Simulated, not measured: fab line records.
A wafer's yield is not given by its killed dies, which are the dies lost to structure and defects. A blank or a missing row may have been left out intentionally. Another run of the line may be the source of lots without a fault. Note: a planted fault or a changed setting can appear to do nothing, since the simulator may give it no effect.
The same fault as seen by 2 desks :: flow sky130 :: numbers are kept per desk, each desk with only its own; the story behind them comes last

== TOOL OWNER'S DESK, pvd-sputter-01 ==
The tool's own readings at SKY_METAL2_SPUTTER_02 (material AlCu, target thk 250 nm, time 13.3 s): means of the sampled wafers that have a number, for each lot that ran on this tool. Any lot whose mean is over 4 standard deviations away from the usual mean is out of limits and marked OUT; that distance is given in the brackets.
Columns: A = throttle-valve-pct at SKY_METAL2_SPUTTER_02, usual 30.0 %
lot: L907
first seen here: day 35 00:18
A: 29.7

lot: L911
first seen here: day 36 10:08
A: 30.6

lot: L916
first seen here: day 37 15:30
A: 30.5

lot: L918
first seen here: day 38 13:04
A: 29.8
This desk's finding: nothing out of limits on any of the 4 lots.

== FROM THE METROLOGY DESK ==
Means of the sampled wafers that have a number, per lot and without regard to the tool the lot ran on: this is what the gauges read. Any lot whose mean is over 4 standard deviations away from the usual mean is out of limits and marked OUT; that distance is given in the brackets.
Columns: A = METAL2_ALCU_RS at SKY_METAL2_RS_MEAS_05, usual 0.1263 ohm/sq; B = METAL2_ALCU_THK at SKY_METAL2_THK_MEAS_06, usual 251 nm
lot: L906
first seen here: day 34 20:07
A: 0.1265
B: 248

lot: L907
first seen here: day 35 00:25
A: 0.1270
B: 248

lot: L911
first seen here: day 36 10:14
A: 0.1266
B: 251

lot: L913
first seen here: day 36 20:23
A: 0.1263
B: 251

lot: L916
first seen here: day 37 15:38
A: 0.1712 (+41) OUT
B: 209 (-13) OUT

lot: L918
first seen here: day 38 13:10
A: 0.1691 (+39) OUT
B: 213 (-12) OUT

lot: L923
first seen here: day 40 05:51
A: 0.1270
B: 248

lot: L924
first seen here: day 40 20:35
A: 0.1271
B: 249

lot: L926
first seen here: day 40 23:45
A: 0.1263
B: 254

lot: L925
first seen here: day 41 01:01
A: 0.1278
B: 249
This desk's finding: out of limits on L916, L918; first on L916, day 37 15:38 (METAL2_ALCU_RS at SKY_METAL2_RS_MEAS_05). In limits: L906, L907, L911, L913, L923, L924, L926, L925.

== TAKEN TOGETHER ==
L916, L918 would have let the metrology desk raise an alarm at day 37 15:38.
Nothing out of limits was seen by the tool owner's desk.
Tool owner's desk: L916, L918 on record, inside its limits.
All the named lots went through SKY_METAL2_SPUTTER_02 on pvd-sputter-01.

== WHAT THE SIMULATOR HAD INSERTED ==
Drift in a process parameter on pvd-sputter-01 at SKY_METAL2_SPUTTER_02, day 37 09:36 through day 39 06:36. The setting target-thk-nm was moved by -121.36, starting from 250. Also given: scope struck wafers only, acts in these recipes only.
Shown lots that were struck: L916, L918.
Per desk, hours elapsed from the start of the fault to the first reading out of limits: for the metrology desk, 6.
